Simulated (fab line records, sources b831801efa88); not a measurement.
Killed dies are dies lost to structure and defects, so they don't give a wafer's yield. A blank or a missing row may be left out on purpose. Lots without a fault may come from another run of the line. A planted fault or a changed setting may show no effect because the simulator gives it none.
Problem report in the 8D (eight disciplines) form, filled by code | flow gf180mcu | the parts of the form that need people (team, actions taken, sign-off) are left out

1. THE PROBLEM
strip_time_to_endpoint_s at GF_M3_STRIP_17 reads a mean of 5.75 s on 3 wafers of 2 lots; wafers without a fault read 7.39 s with a standard deviation of 0.046. That is -36 standard deviations from the usual mean.
The step: strips in O2/N2.
First seen on wafer L453.1, day 27 06:28, on plasma_asher-03. The record holds 33 wafers of 11 lots with a number at this step. Rule for "out", or "out of limits": more than 4 standard deviations from the usual mean. The other wafers with a number count as sound.

2. WHAT IT IS AND WHAT IT IS NOT
question                    | is                                       | is not
which readings at this step | strip_time_to_endpoint_s, oes_product_au | drypump_motor_current_A, heater_power_w
which lots                  | L453, L454                               | L437, L438, L439, L445, L448, L456, L457, L458, L459
which wafers of those lots  | L453.1, L453.6, L454.6                   | L453.3, L454.4, L454.5
read on which tools         | plasma_asher-03, plasma_asher-04         | plasma_asher-02
when                        | from day 27 06:28                        | up to then (16 sound wafers); but 14 sound wafers of L454, L456, L457, L458, L459 came after

3. SUSPECTS, AND WHAT RULES EACH OUT
Counting: a tool at a process step up to the reading stays a suspect if it ran every lot that is out. Sound lots after the first of them don't rule it out here, since some wafers of a struck lot are sound.
- rie_metal-01 at GF_M3_METAL_ETCH_16 (etches the open film in Cl2/BCl3, stops on SiO2, target depth 750.8 nm, time 125.1 s): kept. It ran every lot that is out, first L453 (day 27 06:20); its last sound lot up to then is L448 (day 26 03:08).
Left after counting: rie_metal-01 at GF_M3_METAL_ETCH_16.

4. THE CAUSE (what the simulator had put in)
Process parameter drift: rie_metal-01, from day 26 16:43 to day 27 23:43, at GF_M3_METAL_ETCH_16. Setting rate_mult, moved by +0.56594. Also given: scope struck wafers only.
Counting left only this tool.

5. THE CHAIN OF EFFECTS, in route order
Each row: a reading whose mean over the struck wafers that have a number lies more than 3 standard deviations from the usual. Only readings for which the record gives a usual standard deviation are gone through. hours: the time from each lot's start at the first step in this table that gives one to its start at this step, as a median over the lots. sigmas: the change in usual standard deviations.
hours | step           | reading                  | usual      | on struck wafers | change | sigmas
0     | GF_M3_STRIP_17 | oes_product_au           | 0.538 a.u. | 0.468            | -0.070 | -14
0     | GF_M3_STRIP_17 | strip_time_to_endpoint_s | 7.39 s     | 5.75             | -1.64  | -36
The process steps in it:
- GF_M3_STRIP_17: strips in O2/N2.
Later measuring or inspecting steps at which every struck wafer that the step has a row for has a number for every such reading, and none has moved that far: GF_V3_OVL_MEAS_15.

6. WHAT WOULD HAVE CAUGHT IT SOONER
In this record the first reading out of limits was taken at day 27 06:28, 14 hours after the fault began at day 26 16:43.
Of the tool readings at GF_M3_METAL_ETCH_16 for which the record gives a usual standard deviation, none was out on any struck wafer, so an alarm limit of 4 standard deviations on them would not have fired.
Of the lots that are out (2), L454 began GF_M3_METAL_ETCH_16 on rie_metal-01 after day 27 06:28. A hold on the tool at that time would have spared it.
